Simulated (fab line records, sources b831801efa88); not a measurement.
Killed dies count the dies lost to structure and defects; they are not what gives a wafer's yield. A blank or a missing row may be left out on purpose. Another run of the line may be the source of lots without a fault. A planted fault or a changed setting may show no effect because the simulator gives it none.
fab line records	flow sky130
record: lots: 14	wafers: 42	last-day: 50
route steps=708 shown NWELL@34 PWDE@49 VT_ADJUST_LVTN@107
lots untouched by any fault: they come from a run of this same line in which no faults occurred
start-h: hours from the record's first day to the start of the lot's first wafer shown	wait-h: how many hours have passed since the lot's step before this one	" as in the row above	L1.1+2: a row that stands for several wafers	- no value, or no start given	* or withheld: withheld	< > ~ a bound
route shown NAME@n: a module of which the file shows steps, and the number in the route of the first	usual: mean/standard deviation of fault-free wafers	same: alike in all rows	chamber/n: place in a boat	sites: each site's reading	_std_site: the standard deviation of these	_edge_site: outer sites' mean less inner sites'	radius-mm: for every site, how far away it sits from the centre of the wafer	mask NAME#n: copy n	behind: the most recent tool/chamber to have shaped the wafer	hold: what put the lot on hold/how long, in hours/how the hold closed	device: which transistor (n, p or np) failed to switch	end of line: the tests these same wafers got at the end of their route	for a step that has no rows: nothing shown but its recipe	killed: not the wafer's yield, but the dies lost to structure and defects at the first sort	map: shows each die of a wafer: x if killed, . if not, _ if none is there
set.NAME: setting as actually run; set.NAME@STEP: the setting as run at that earlier step	model.NAME: the simulator's own value behind a step, which no gauge read
route steps across a sampled set of lots; one table per step, one row per wafer
services: a tool's chamber out of use, with start hour (start-h, from the record's first day; less than 0 if before it), hours out, and reason
== steps ==
step: SKY_NWELL_THK_MEAS_02
recipe: reads: SiO2_of_NWELL_OXIDATION_01
usual: NWELL_OXIDATION_THK: 10.07/0.17
lot.wafer	tool	chamber	start-h	wait-h	NWELL_OXIDATION_THK[nm]
L616.1	film-metro-03	-	63.62	0.0	9.76
L616.4	"	-	"	"	9.84
L616.6	"	-	"	"	9.77
L617.1	film-metro-03	-	65.01	0.0	10.00
L617.4	"	-	"	"	9.93
L617.6	"	-	"	"	9.91
L618.1	film-metro-01	-	69.46	0.0	10.14
L618.2	"	-	"	"	10.10
L618.5	"	-	"	"	10.27
L619.2	film-metro-04	-	78.34	0.0	10.26
L619.4	"	-	"	"	10.41
L619.6	"	-	"	"	10.48
L620.1	film-metro-03	-	83.82	0.0	9.99
L620.2	"	-	"	"	9.98
L620.5	"	-	"	"	9.82
L622.4	film-metro-03	-	90.86	0.0	10.23
L622.5	"	-	"	"	10.31
L622.6	"	-	"	"	10.13
L624.2	film-metro-01	-	100.03	0.0	10.01
L624.3	"	-	"	"	9.86
L624.6	"	-	"	"	9.88
L625.1	film-metro-04	-	109.36	0.0	9.89
L625.4	"	-	"	"	9.95
L625.6	"	-	"	"	9.74
L626.3	film-metro-04	-	115.90	0.0	9.77
L626.5	"	-	"	"	10.02
L626.6	"	-	"	"	9.76
L627.3	film-metro-01	-	121.09	0.0	10.05
L627.4	"	-	"	"	10.19
L627.6	"	-	"	"	10.03
L628.2	film-metro-01	-	126.81	0.0	10.22
L628.4	"	-	"	"	10.09
L628.5	"	-	"	"	10.12
L629.2	film-metro-01	-	133.67	0.0	10.22
L629.3	"	-	"	"	10.23
L629.5	"	-	"	"	10.20
L631.3	film-metro-03	-	140.64	0.0	9.92
L631.4	"	-	"	"	10.15
L631.6	"	-	"	"	10.22
L634.1	film-metro-03	-	156.11	0.0	10.12
L634.2	"	-	"	"	9.92
L634.3	"	-	"	"	10.04
step: SKY_PWDE_EXPOSE_04
recipe: mask-id: PWDEM	na: 0.6	source-shape: conventional	sigma-outer: 0.6	polarization: unpolarized	target-cd-nm: 840	dose-mj: 214
usual: exposure-dose-mJ-cm2: 213.94/0.22	focus-offset-nm: 0.0/0.6
lot.wafer	tool	chamber	start-h	wait-h	mask	exposure-dose-mJ-cm2	focus-offset-nm
L616.1	iline-stepper-02	0	88.71	-	PWDEM#0	214.13	-0.4
L616.4	"	0	"	"	PWDEM#0	213.83	-0.2
L616.6	"	0	"	"	PWDEM#0	213.73	-0.2
L617.1	iline-stepper-01	0	90.51	-	PWDEM#0	214.43	0.2
L617.4	"	0	"	"	PWDEM#0	214.09	0.4
L617.6	"	0	"	"	PWDEM#0	214.08	0.0
L618.1	iline-stepper-01	0	95.25	-	PWDEM#0	213.84	-0.3
L618.2	"	0	"	"	PWDEM#0	214.00	-0.3
L618.5	"	0	"	"	PWDEM#0	213.79	-0.3
L619.2	iline-stepper-02	0	105.54	-	PWDEM#0	213.77	-0.2
L619.4	"	0	"	"	PWDEM#0	213.71	-0.7
L619.6	"	0	"	"	PWDEM#0	213.68	-0.5
L620.1	iline-stepper-02	0	111.03	-	PWDEM#0	214.14	0.2
L620.2	"	0	"	"	PWDEM#0	213.64	0.4
L620.5	"	0	"	"	PWDEM#0	214.10	0.0
L622.4	iline-stepper-01	0	119.83	-	PWDEM#0	213.68	-1.1
L622.5	"	0	"	"	PWDEM#0	213.78	-1.0
L622.6	"	0	"	"	PWDEM#0	213.48	-0.8
L624.2	iline-stepper-01	0	128.41	-	PWDEM#0	213.76	-0.4
L624.3	"	0	"	"	PWDEM#0	213.92	0.1
L624.6	"	0	"	"	PWDEM#0	213.61	0.8
L625.1	iline-stepper-01	0	137.94	-	PWDEM#0	214.09	0.9
L625.4	"	0	"	"	PWDEM#0	213.92	-0.4
L625.6	"	0	"	"	PWDEM#0	214.36	-0.9
L626.3	iline-stepper-02	0	145.31	-	PWDEM#0	213.81	0.4
L626.5	"	0	"	"	PWDEM#0	213.75	-0.2
L626.6	"	0	"	"	PWDEM#0	213.59	0.0
L627.3	iline-stepper-01	-	149.85	-	PWDEM#0	-	-
L627.4	"	-	"	"	PWDEM#0	-	-
L627.6	"	-	"	"	PWDEM#0	-	-
L628.2	iline-stepper-02	-	155.54	-	PWDEM#0	-	-
L628.4	"	-	"	"	PWDEM#0	-	-
L628.5	"	-	"	"	PWDEM#0	-	-
L629.2	iline-stepper-02	0	161.91	-	PWDEM#0	214.27	-1.1
L629.3	"	0	"	"	PWDEM#0	214.01	-1.1
L629.5	"	0	"	"	PWDEM#0	214.14	-0.9
L631.3	iline-stepper-02	0	170.74	-	PWDEM#0	214.12	-0.4
L631.4	"	0	"	"	PWDEM#0	213.87	-0.4
L631.6	"	0	"	"	PWDEM#0	214.02	1.0
L634.1	iline-stepper-02	0	188.18	-	PWDEM#0	214.11	-0.7
L634.2	"	0	"	"	PWDEM#0	214.33	-0.1
L634.3	"	0	"	"	PWDEM#0	214.03	0.1
step: SKY_NWELL_STRIP_25
recipe: chemistry: O2/N2	power-w: 1400	pressure-mtorr: 1500	platen-temp-c: withheld	o2-flow-sccm: 3000	n2-flow-sccm: 300	overash-fraction: 0.5
usual: drypump-motor-current-A: 5.9/0.35	oes-product-au: 0.723/0.0044	strip-time-to-endpoint-s: 36.87/0.099
lot.wafer	tool	chamber	start-h	wait-h	drypump-motor-current-A	oes-product-au	rf-hours-counter-h	strip-time-to-endpoint-s
L616.1	plasma-asher-03	0	136.37	0.1	6.2	0.720	2	36.94
L616.4	"	1	"	"	6.2	0.717	-	36.84
L616.6	"	1	"	"	6.3	0.728	-	36.86
L617.1	plasma-asher-01	0	137.97	0.1	5.7	0.727	31	37.09
L617.4	"	0	"	"	5.7	0.722	-	37.03
L617.6	"	0	"	"	5.7	0.718	-	36.99
L618.1	plasma-asher-03	0	142.14	0.1	6.3	0.720	2	37.03
L618.2	"	1	"	"	6.2	0.717	2	36.90
L618.5	"	0	"	"	6.2	0.717	-	36.93
L619.2	plasma-asher-02	1	152.99	0.1	6.0	0.726	45	36.97
L619.4	"	1	"	"	6.0	0.719	-	36.91
L619.6	"	0	"	"	5.8	0.722	-	36.93
L620.1	plasma-asher-01	0	158.24	0.1	5.7	0.726	33	36.94
L620.2	"	1	"	"	5.3	0.729	33	36.95
L620.5	"	1	"	"	5.3	0.734	-	36.89
L622.4	plasma-asher-01	1	169.62	0.1	5.3	0.729	-	36.87
L622.5	"	1	"	"	5.3	0.722	-	36.82
L622.6	"	0	"	"	5.7	0.720	-	36.94
L624.2	plasma-asher-03	0	179.27	0.1	6.2	0.722	6	36.81
L624.3	"	1	"	"	6.2	0.719	-	36.81
L624.6	"	0	"	"	6.2	0.724	-	36.84
L625.1	plasma-asher-03	0	190.32	0.1	6.2	0.716	7	36.90
L625.4	"	0	"	"	6.2	0.730	-	36.94
L625.6	"	1	"	"	6.2	0.719	-	36.94
L626.3	plasma-asher-02	0	196.16	0.1	5.8	0.725	-	36.81
L626.5	"	0	"	"	5.8	0.718	-	36.96
L626.6	"	1	"	"	6.0	0.728	-	37.09
L627.3	plasma-asher-01	1	201.15	0.1	5.3	0.715	-	37.12
L627.4	"	0	"	"	5.7	0.726	-	37.09
L627.6	"	0	"	"	5.7	0.727	-	37.00
L628.2	plasma-asher-01	0	208.19	0.1	5.7	0.728	38	36.61
L628.4	"	1	"	"	5.3	0.721	-	36.71
L628.5	"	1	"	"	5.3	0.717	-	36.65
L629.2	plasma-asher-01	0	215.92	0.1	5.7	0.726	39	37.00
L629.3	"	1	"	"	5.3	0.718	-	36.97
L629.5	"	0	"	"	5.7	0.721	-	36.93
L631.3	plasma-asher-01	1	225.22	0.1	5.3	0.720	-	37.04
L631.4	"	0	"	"	5.7	0.725	-	36.90
L631.6	"	0	"	"	5.7	0.720	-	36.92
L634.1	plasma-asher-03	0	243.67	0.1	6.2	0.726	12	36.95
L634.2	"	1	"	"	6.2	0.719	12	36.94
L634.3	"	1	"	"	6.2	0.717	-	36.86
step: SKY_VT_ADJUST_LVTN_TW_MEAS_10
usual: VT_ADJUST_LVTN_TW: 239.4/2.8
lot.wafer	tool	chamber	start-h	wait-h	VT_ADJUST_LVTN_TW
L616.1	film-metro-04	-	177.72	0.1	242.0
L616.4	"	-	"	"	240.8
L616.6	"	-	"	"	241.9
L617.1	film-metro-04	-	179.54	0.1	241.5
L617.4	"	-	"	"	241.6
L617.6	"	-	"	"	240.9
L618.1	film-metro-03	-	183.48	0.1	236.8
L618.2	"	-	"	"	237.4
L618.5	"	-	"	"	236.7
L619.2	film-metro-03	-	195.29	0.1	236.3
L619.4	"	-	"	"	235.8
L619.6	"	-	"	"	235.6
L620.1	film-metro-03	-	201.34	0.1	236.9
L620.2	"	-	"	"	236.6
L620.5	"	-	"	"	234.9
L622.4	film-metro-02	-	213.85	0.1	238.0
L622.5	"	-	"	"	239.8
L622.6	"	-	"	"	237.9
L624.2	film-metro-03	-	223.49	0.1	237.6
L624.3	"	-	"	"	237.8
L624.6	"	-	"	"	237.9
L625.1	film-metro-02	-	236.57	0.1	236.4
L625.4	"	-	"	"	236.6
L625.6	"	-	"	"	235.4
L626.3	film-metro-04	-	242.35	0.1	242.7
L626.5	"	-	"	"	242.3
L626.6	"	-	"	"	241.5
L627.3	film-metro-04	-	250.15	0.1	241.2
L627.4	"	-	"	"	241.7
L627.6	"	-	"	"	242.8
L628.2	film-metro-02	-	256.99	0.1	236.9
L628.4	"	-	"	"	238.0
L628.5	"	-	"	"	237.0
L629.2	film-metro-02	-	265.38	0.1	237.4
L629.3	"	-	"	"	235.3
L629.5	"	-	"	"	236.5
L631.3	film-metro-04	-	276.20	0.1	242.2
L631.4	"	-	"	"	243.0
L631.6	"	-	"	"	242.2
L634.1	film-metro-04	-	296.41	0.1	241.8
L634.2	"	-	"	"	241.6
L634.3	"	-	"	"	241.7
== services ==
tool	chamber	start-h	hours	kind
plasma-asher-01	-	67.09	4.7	repair
iline-stepper-02	-	71.91	1.7	pm
iline-stepper-02	-	78.03	1.3	repair
plasma-asher-01	-	86.45	2.0	repair
plasma-asher-03	-	108.75	9.0	pm
plasma-asher-03	0	108.75	9.0	vent-cycle
plasma-asher-03	1	108.75	9.0	vent-cycle
plasma-asher-03	0	117.75	-	clean
plasma-asher-03	1	117.75	-	clean
iline-stepper-01	-	164.69	25.0	repair
== key ==
first-sign: step: SKY_PWDE_EXPOSE_04	reading: tool-record	direction: missing
effect none on later readings
met-at SKY_PWDE_EXPOSE_04
struck-lots L627,L628
sort-left-out L627.3,L627.4,L627.6,L628.2,L628.4,L628.5
tester-left-out L627,L628
not-acting-at SKY_NWELL_THK_MEAS_02,SKY_NWELL_STRIP_25,SKY_VT_ADJUST_LVTN_TW_MEAS_10
onset-between 145.31 149.85
fault: kind: skipped-step-whole	tool: iline-stepper-01,iline-stepper-02	chamber: -	onset-h: 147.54	steps: SKY_PWDE_EXPOSE_04	scope: struck-lots-only
tester-left-out: of these lots the tester's yield and bins aren't shown, on N5 and GAA mostly nor the transistor test; their killed dies are dies lost to structure and defects alone, not to doping, threshold or leakage, so they don't give the yield
sort-left-out: the simulated sort isn't trusted on such a fault, so these wafers' sort isn't shown, and their yield isn't known
